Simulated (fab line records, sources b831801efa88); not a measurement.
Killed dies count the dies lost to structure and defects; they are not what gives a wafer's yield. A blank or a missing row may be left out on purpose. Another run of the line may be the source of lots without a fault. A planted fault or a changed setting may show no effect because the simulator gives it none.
Which tool did it?	flow sfq line	Sampling: 7 lots, 19 wafers, 2 of 325 route steps

== WHAT THE GAUGES SHOWED, per wafer ==
SFQ_M0_OVL_MEAS_906.
lot	measured	on	M0_OVL (nm)
L349	day 6 14:55	overlay-02	8 -3 3
L351	day 6 20:56	overlay-01	-5 0 -2
L354	day 7 07:43	overlay-01	-7 -2 -6
L361	day 9 01:41	overlay-02	11 2
L363	day 9 20:01	overlay-01	11 2
L366	day 10 09:13	overlay-01	1 -9 -2
L369	day 11 04:25	overlay-02	-7 -5 -1

== TOOL THAT RAN EACH LOT (tool first, then ch and the chambers of the sampled wafers, then the start) ==
lot	SFQ_TRILAYER_L0_VIA_STRIP_STRIP_017
L349	rie metal-02 ch 0,1, day 5 04:08
L351	rie metal-02 ch 0,1, day 5 10:20
L354	rie metal-03 ch 0,1, day 5 19:50
L361	rie metal-03 ch 0, day 7 11:26
L363	rie metal-03 ch 1, day 7 22:02
L366	rie metal-02 ch 0,1, day 8 09:00
L369	rie metal-02 ch 0,1, day 9 14:47
- SFQ_TRILAYER_L0_VIA_STRIP_STRIP_017: strips in O2.

== THE ANSWER, worked out from the rows above alone ==
Rule: what is usual is taken from the lots themselves. The widest of any qualifying gaps counts: lots, ordered by their means at a reading, are off when they make up no more than a third of the lots, leave a main group of 4 or more, and stand apart from it by 3 or more times the standard deviation of that group's means. Not used: any main group whose means are identical at the precision the tables above print for the reading. Also off: a lot with no number at a reading for which 4 or more lots have one. The other lots that the step has rows for count as sound.
Nothing can be told from this: no lot is off at any reading shown.

== WHAT THE SIMULATOR HAD PUT IN ==
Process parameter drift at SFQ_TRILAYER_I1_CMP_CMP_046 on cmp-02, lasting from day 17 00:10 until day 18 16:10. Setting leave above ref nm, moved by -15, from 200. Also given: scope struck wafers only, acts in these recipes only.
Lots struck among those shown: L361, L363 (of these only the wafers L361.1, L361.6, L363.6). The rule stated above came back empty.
